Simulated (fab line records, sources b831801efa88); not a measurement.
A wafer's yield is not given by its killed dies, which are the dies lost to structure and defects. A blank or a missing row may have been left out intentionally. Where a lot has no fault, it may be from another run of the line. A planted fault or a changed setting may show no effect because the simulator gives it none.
Chamber matching :: flow gf180mcu :: 4 sister chambers for GF_V1_CMP_26 on cmp-01
The step polishes, stops on SiO2, t overpolish 15 s, target thk 0 nm. 4 wafers are shown with their chamber, then 7 later ones without.

## WAFERS PAIRED WITH THEIR CHAMBERS
wafer: L812.1
chamber: 2
time_to_endpoint_s (s): 81

wafer: L815.3
chamber: 1
time_to_endpoint_s (s): 76

wafer: L822.4
chamber: 3
time_to_endpoint_s (s): 82

wafer: L822.5
chamber: 0
time_to_endpoint_s (s): 82

## WAFERS WITHOUT THEIR CHAMBER
wafer: L822.6
time_to_endpoint_s (s): 84

wafer: L829.2
time_to_endpoint_s (s): 77

wafer: L829.3
time_to_endpoint_s (s): 82

wafer: L829.5
time_to_endpoint_s (s): 79

wafer: L830.2
time_to_endpoint_s (s): 87

wafer: L830.3
time_to_endpoint_s (s): 75

wafer: L830.5
time_to_endpoint_s (s): 91

## THE CHAMBER EACH PASSED THROUGH
wafer: L822.6
from the rows above: can't be placed: 0 or 3 or 2 or 1
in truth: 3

wafer: L829.2
from the rows above: can't be placed: 1 or 2 or 0 or 3
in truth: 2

wafer: L829.3
from the rows above: can't be placed: 0 or 3 or 2 or 1
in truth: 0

wafer: L829.5
from the rows above: can't be placed: 2 or 0 or 1 or 3
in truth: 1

wafer: L830.2
from the rows above: can't be placed: 0 or 3 or 2 or 1
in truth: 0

wafer: L830.3
from the rows above: can't be placed: 1 or 2 or 0 or 3
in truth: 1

wafer: L830.5
from the rows above: can't be placed: 0 or 3 or 2 or 1
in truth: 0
Correctly placed: 0 of 7. Not placeable from these rows: 7 (in 7, the candidates include the true chamber). Number placed wrongly: 0.
How it was worked out, from the rows above alone: a wafer's distance from a chamber is the root of the sum, over the readings, of the square of ((its reading less the chamber's mean) divided by the reading's scatter). The wafer belongs to the nearest chamber; if the next one is less than 2 further off, it can't be placed. Each chamber's mean is taken over the wafers shown for it. The scatter: root of mean squared gap, hidden wafer to nearest shown wafer, with one shown wafer a chamber.
